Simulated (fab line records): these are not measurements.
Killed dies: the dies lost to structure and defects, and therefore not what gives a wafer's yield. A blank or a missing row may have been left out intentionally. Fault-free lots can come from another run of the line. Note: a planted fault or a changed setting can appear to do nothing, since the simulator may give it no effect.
fab line records	flow sky130
record lots=11	wafers=33	last_day=50
route steps=708 shown VT_ADJUST_LVTN@106 VT_ADJUST_NCORE@130 VT_ADJUST_HVTR@139 GATE_OXIDE@188
lots untouched by any fault: they come from a run of this same line in which no faults occurred
start_h: the number of hours between the record's first day and the start of the first shown wafer of the lot	wait_h: hours since the lot's step before	" repeats the value in the row above	L1.1+2: one row covering several wafers at once	- value missing, or start not given	* or withheld: withheld	< > ~ a bound
route shown NAME@n: names a module that has steps shown in the file, with the first one's number in the route	usual: mean/standard deviation taken from wafers without a fault	same: alike in all rows	chamber/n: place in a boat	sites: the reading at each site	_std_site: the standard deviation of these	_edge_site: mean of outer sites minus mean of inner sites	radius_mm: for every site, how far away it sits from the centre of the wafer	mask NAME#n: copy n	behind: the tool/chamber that last shaped the wafer	hold: reason for holding the lot/hours on hold/outcome of the hold	device: the n, p or np transistor that did not switch	end of line: at the end of the route, the tests of the same wafers	step lacking rows: just its recipe	killed: not the wafer's yield, but the dies lost to structure and defects at the first sort	map: shows each die of a wafer: x if killed, . if not, _ if none is there
set.NAME: the run value of the setting; set.NAME@STEP: its run value at that earlier step	model.NAME: the simulator's own value behind a step, which no gauge read
steps of the route over a sample of lots; a table a step, a row a wafer
services: a tool's chamber out of use, with start hour (start_h, from the record's first day; less than 0 if before it), hours out, and reason
## steps
# step SKY_VT_ADJUST_LVTN_STRIP_09
# recipe chemistry=O2/N2	power_w=1400	pressure_mtorr=1500	platen_temp_c=withheld	o2_flow_sccm=3000	n2_flow_sccm=300	overash_fraction=0.5
# usual drypump_motor_current_A=5.7/0.48	oes_product_au=0.723/0.0048	strip_time_to_endpoint_s=36.92/0.1
# same overash_fraction=0.5
lot.wafer	tool	chamber	start_h	wait_h	drypump_motor_current_A	oes_product_au	rf_hours_counter_h	strip_time_to_endpoint_s
L691.2	plasma_asher-03	0	134.20	0.1	6.2	0.721	44	36.70
L691.3	"	1	"	"	6.2	0.724	-	36.75
L691.4	"	0	"	"	6.2	0.718	-	36.69
L692.2	plasma_asher-03	0	145.35	0.1	6.2	0.727	45	36.82
L692.3	"	0	"	"	6.2	0.717	-	36.95
L692.6	"	0	"	"	6.2	0.733	-	36.82
L700.1	plasma_asher-02	1	200.51	0.1	5.1	0.724	50	36.78
L700.5	"	1	"	"	5.1	0.730	-	36.89
L700.6	"	0	"	"	5.8	0.728	-	36.77
L702.1	plasma_asher-02	0	213.10	0.1	5.8	0.725	51	36.93
L702.3	"	0	"	"	5.8	0.716	-	36.96
L702.4	"	1	"	"	5.1	0.720	-	36.99
L703.2	plasma_asher-03	1	220.50	0.1	6.2	0.722	53	36.79
L703.3	"	1	"	"	6.2	0.724	-	36.73
L703.5	"	0	"	"	6.2	0.718	-	36.82
L709.1	plasma_asher-03	1	256.50	0.1	6.2	0.732	57	36.92
L709.2	"	0	"	"	6.2	0.726	57	36.93
L709.6	"	1	"	"	6.2	0.721	-	36.90
L710.2	plasma_asher-01	0	267.86	0.1	5.8	0.721	14	36.83
L710.5	"	1	"	"	4.9	0.725	-	37.00
L710.6	"	0	"	"	5.8	0.717	-	36.94
L711.1	plasma_asher-01	1	273.01	0.1	4.9	0.708	15	36.95
L711.2	"	0	"	"	5.8	0.720	15	36.94
L711.4	"	0	"	"	5.8	0.728	-	36.89
L712.3	plasma_asher-03	0	277.34	0.1	6.2	0.719	-	36.89
L712.5	"	1	"	"	6.2	0.716	-	36.98
L712.6	"	0	"	"	6.2	0.723	-	36.98
L713.3	plasma_asher-03	0	290.14	0.1	6.2	0.721	-	36.98
L713.4	"	1	"	"	6.2	0.726	-	36.98
L713.5	"	0	"	"	6.2	0.721	-	36.98
L714.2	plasma_asher-01	0	292.21	0.1	5.8	0.715	16	36.84
L714.3	"	0	"	"	5.8	0.730	-	36.89
L714.4	"	1	"	"	4.9	0.722	-	36.82
# step SKY_VT_ADJUST_NCORE_TW_MEAS_11
# usual VT_ADJUST_NCORE_TW=219.5/0.98
lot.wafer	tool	chamber	start_h	wait_h	VT_ADJUST_NCORE_TW
L691.2	film_metro-02	-	173.68	0.1	217.6
L691.3	"	-	"	"	217.5
L691.4	"	-	"	"	217.7
L692.2	film_metro-01	-	185.38	0.1	220.1
L692.3	"	-	"	"	221.7
L692.6	"	-	"	"	220.3
L700.1	film_metro-01	-	244.44	0.1	220.0
L700.5	"	-	"	"	220.2
L700.6	"	-	"	"	220.6
L702.1	film_metro-02	-	258.97	0.1	219.4
L702.3	"	-	"	"	219.2
L702.4	"	-	"	"	218.8
L703.2	film_metro-01	-	265.93	0.1	220.7
L703.3	"	-	"	"	219.3
L703.5	"	-	"	"	220.8
L709.1	film_metro-03	-	306.32	0.1	219.8
L709.2	"	-	"	"	218.6
L709.6	"	-	"	"	219.7
L710.2	film_metro-02	-	318.28	0.1	219.6
L710.5	"	-	"	"	218.5
L710.6	"	-	"	"	220.3
L711.1	film_metro-03	-	324.32	0.1	220.3
L711.2	"	-	"	"	220.5
L711.4	"	-	"	"	219.1
L712.3	film_metro-01	-	330.44	0.1	220.0
L712.5	"	-	"	"	219.7
L712.6	"	-	"	"	219.9
L713.3	film_metro-02	-	343.19	0.1	219.1
L713.4	"	-	"	"	218.6
L713.5	"	-	"	"	219.8
L714.2	film_metro-03	-	345.40	0.1	219.4
L714.3	"	-	"	"	219.6
L714.4	"	-	"	"	220.5
# step SKY_VT_ADJUST_HVTR_OVL_MEAS_08
# usual VT_ADJUST_HVTR_OVL=-0.2/1.3
lot.wafer	tool	chamber	start_h	wait_h	VT_ADJUST_HVTR_OVL[nm]
L691.2	overlay-02	-	193.94	0.1	-0.8
L691.3	"	-	"	"	-1.8
L691.4	"	-	"	"	-1.2
L692.2	overlay-02	-	205.20	0.1	1.3
L692.3	"	-	"	"	-0.7
L692.6	"	-	"	"	-1.8
L700.1	overlay-02	-	267.63	0.1	-0.7
L700.5	"	-	"	"	-0.5
L700.6	"	-	"	"	0.2
L702.1	overlay-02	-	282.79	0.1	-2.0
L702.3	"	-	"	"	-1.6
L702.4	"	-	"	"	-1.8
L703.2	overlay-01	-	291.50	0.1	0.3
L703.3	"	-	"	"	0.2
L703.5	"	-	"	"	-2.8
L709.1	overlay-02	-	332.39	0.1	-0.7
L709.2	"	-	"	"	-0.7
L709.6	"	-	"	"	0.4
L710.2	overlay-01	-	345.40	0.1	1.0
L710.5	"	-	"	"	-0.5
L710.6	"	-	"	"	-1.5
L711.1	overlay-02	-	351.39	0.1	-0.7
L711.2	"	-	"	"	-1.6
L711.4	"	-	"	"	-2.4
L712.3	overlay-01	-	358.20	0.1	0.5
L712.5	"	-	"	"	-1.6
L712.6	"	-	"	"	-2.4
L713.3	overlay-02	-	371.94	0.1	0.8
L713.4	"	-	"	"	0.2
L713.5	"	-	"	"	1.1
L714.2	overlay-01	-	373.24	0.1	-0.2
L714.3	"	-	"	"	1.3
L714.4	"	-	"	"	0.2
# step SKY_GATE_OXIDE_OXIDATION_01
# recipe temp_c=900	ambient=O2	stabilise_s=600	purge_s=300	target_thk_a=102.68	ox_time_s=1473
# usual spike_tc_centre_C=899.7/0.96	spike_tc_lower_C=901.3/1	spike_tc_top_C=910.3/1.6	spike_tc_upper_C=900.9/1.2	tube_center_temp_C=900/0.089	tube_center_temp_C_max=902.4/0.44	zone_power_bottom_pct=25.3/1
lot.wafer	tool	chamber	start_h	wait_h	spike_tc_centre_C	spike_tc_lower_C	spike_tc_top_C	spike_tc_upper_C	tube_center_temp_C	tube_center_temp_C_max	zone_power_bottom_pct
L691.2	furnace-01	0	267.56	0.5	901.0	901.8	911.8	902.5	899.92	902.0	26.0
L691.3	"	0	"	"	899.9	901.8	910.9	904.7	899.95	902.2	26.6
L691.4	"	0	"	"	900.8	902.4	910.5	903.1	899.98	902.1	25.9
L692.2	furnace-02	0	283.07	1.6	898.9	900.7	908.8	898.6	899.97	903.8	24.3
L692.3	"	0	"	"	900.3	901.7	907.6	900.0	900.05	902.2	24.2
L692.6	"	0	"	"	900.8	901.6	908.7	900.2	900.02	902.4	24.7
L700.1	furnace-02	0	353.28	2.2	891.9	894.0	903.7	895.1	894.43	897.0	24.0
L700.5	"	0	"	"	894.7	895.8	903.8	894.8	894.63	897.5	24.1
L700.6	"	0	"	"	895.1	896.1	902.4	894.7	894.63	896.7	24.0
L702.1	furnace-02	0	368.98	0.0	893.5	894.5	904.4	894.2	894.53	897.2	24.2
L702.3	"	0	"	"	893.4	895.0	903.2	894.7	894.42	896.4	24.3
L702.4	"	0	"	"	893.2	895.3	903.7	896.5	894.47	896.6	23.9
L703.2	furnace-01	0	380.09	0.0	898.6	900.6	911.7	903.3	899.92	902.3	26.2
L703.3	"	0	"	"	898.9	900.3	912.0	903.0	899.97	902.1	25.7
L703.5	"	0	"	"	898.5	900.8	911.9	902.1	900.12	903.1	26.1
L709.1	furnace-01	0	423.03	0.0	898.4	900.5	913.5	900.8	899.85	902.3	26.2
L709.2	"	0	"	"	898.6	900.4	910.8	901.3	899.99	902.6	26.4
L709.6	"	0	"	"	898.3	902.6	911.0	900.5	899.97	902.3	26.4
L710.2	furnace-02	0	439.00	0.0	898.0	900.9	907.5	902.3	900.03	902.7	24.3
L710.5	"	0	"	"	901.3	902.2	909.6	899.5	899.9	901.7	24.6
L710.6	"	0	"	"	899.5	902.0	907.3	900.0	899.88	902.1	24.1
L711.1	furnace-02	0	450.27	3.2	900.2	900.1	907.7	901.0	899.95	902.4	24.7
L711.2	"	0	"	"	901.3	902.1	909.1	901.0	900.09	902.1	24.2
L711.4	"	0	"	"	899.1	900.9	908.9	901.0	900.1	902.0	24.1
L712.3	furnace-01	0	456.15	0.4	899.3	901.3	910.8	902.6	900.19	903.4	26.5
L712.5	"	0	"	"	899.4	901.6	911.2	899.7	900.03	902.2	26.0
L712.6	"	0	"	"	900.1	901.0	909.9	901.4	900.06	902.8	26.4
L713.3	furnace-01	0	467.54	0.0	900.1	902.0	912.6	902.2	899.91	902.2	26.4
L713.4	"	0	"	"	899.3	900.3	910.3	901.7	899.98	902.1	26.3
L713.5	"	0	"	"	898.9	901.6	911.3	901.2	899.98	902.4	26.5
L714.2	furnace-02	0	470.98	0.0	898.7	899.8	908.7	901.8	899.99	902.2	24.5
L714.3	"	0	"	"	900.4	899.7	908.5	901.6	899.95	902.9	23.9
L714.4	"	0	"	"	898.9	902.6	909.6	900.1	900.11	902.0	24.3
# step SKY_GATE_OXIDE_THK_MEAS_02
# recipe reads=SiO2_of_GATE_OXIDE_OXIDATION_01
# usual GATE_OXIDE_OXIDATION_00_THK=10.29/0.19
lot.wafer	tool	chamber	start_h	wait_h	GATE_OXIDE_OXIDATION_00_THK[nm]
L691.2	film_metro-04	-	268.98	0.0	10.21
L691.3	"	-	"	"	10.27
L691.4	"	-	"	"	10.26
L692.2	film_metro-01	-	284.49	0.0	10.32
L692.3	"	-	"	"	10.18
L692.6	"	-	"	"	10.24
L700.1	film_metro-01	-	354.68	0.0	9.72
L700.5	"	-	"	"	9.65
L700.6	"	-	"	"	9.80
L702.1	film_metro-04	-	370.39	0.0	9.56
L702.3	"	-	"	"	9.64
L702.4	"	-	"	"	9.57
L703.2	film_metro-01	-	381.51	0.0	10.03
L703.3	"	-	"	"	10.16
L703.5	"	-	"	"	10.18
L709.1	film_metro-01	-	424.44	0.0	10.43
L709.2	"	-	"	"	10.35
L709.6	"	-	"	"	10.67
L710.2	film_metro-04	-	440.42	0.0	10.28
L710.5	"	-	"	"	10.18
L710.6	"	-	"	"	10.07
L711.1	film_metro-04	-	451.68	0.0	10.10
L711.2	"	-	"	"	10.27
L711.4	"	-	"	"	10.45
L712.3	film_metro-04	-	457.58	0.0	10.50
L712.5	"	-	"	"	10.79
L712.6	"	-	"	"	10.52
L713.3	film_metro-03	-	468.97	0.0	10.45
L713.4	"	-	"	"	10.43
L713.5	"	-	"	"	10.47
L714.2	film_metro-03	-	472.40	0.0	10.49
L714.3	"	-	"	"	10.41
L714.4	"	-	"	"	10.49
## services
tool	chamber	start_h	hours	kind
plasma_asher-02	-	115.81	1.1	repair
plasma_asher-01	0	117.83	-	clean
plasma_asher-01	1	117.83	-	clean
furnace-02	-	146.92	2.1	pm
plasma_asher-01	-	151.88	0.8	repair
furnace-02	-	159.83	2.1	pm
furnace-01	-	178.28	2.9	pm
furnace-02	-	182.25	12.4	pm
furnace-01	-	199.54	2.8	pm
furnace-01	-	222.43	15.0	repair
furnace-02	-	246.88	17.2	repair
furnace-02	-	275.60	3.3	pm
furnace-01	-	306.32	2.9	pm
plasma_asher-02	-	317.14	23.7	repair
plasma_asher-01	-	336.10	2.2	repair
furnace-01	-	347.11	3.1	pm
plasma_asher-03	-	347.84	1.4	repair
plasma_asher-02	-	421.25	9.0	pm
plasma_asher-02	0	421.25	9.0	vent_cycle
plasma_asher-02	1	421.25	9.0	vent_cycle
plasma_asher-02	0	430.25	-	clean
plasma_asher-02	1	430.25	-	clean
furnace-02	-	441.94	3.1	pm
furnace-02	-	445.08	3.8	pm
## key
first_sign step=SKY_GATE_OXIDE_OXIDATION_01	reading=tube_center_temp_C	direction=down	sigmas=61	usual=*	struck=*
effect step=SKY_GATE_OXIDE_OXIDATION_01	reading=tube_center_temp_C_max	direction=down	sigmas=13	usual=*	struck=*
effect step=SKY_GATE_OXIDE_THK_MEAS_02	reading=GATE_OXIDE_OXIDATION_00_THK	direction=down	sigmas=3.4	usual=10.29	struck=9.66
met_at SKY_GATE_OXIDE_OXIDATION_01
struck_lots L700,L702
tester_left_out L700,L702
not_acting_at SKY_VT_ADJUST_LVTN_STRIP_09,SKY_VT_ADJUST_NCORE_TW_MEAS_11,SKY_VT_ADJUST_HVTR_OVL_MEAS_08
onset_between 283.07 353.28
fault kind=process_parameter_drift	tool=furnace-02	chamber=-	onset_h=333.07	steps=SKY_GATE_OXIDE_OXIDATION_01	channel=temp_c	offset=*	shape=step	end_h=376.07	acts_in=*	stated=*
# tester_left_out: of these lots the tester's yield and bins aren't shown, on N5 and GAA mostly nor the transistor test; their killed dies are dies lost to structure and defects alone, not to doping, threshold or leakage, so they don't give the yield
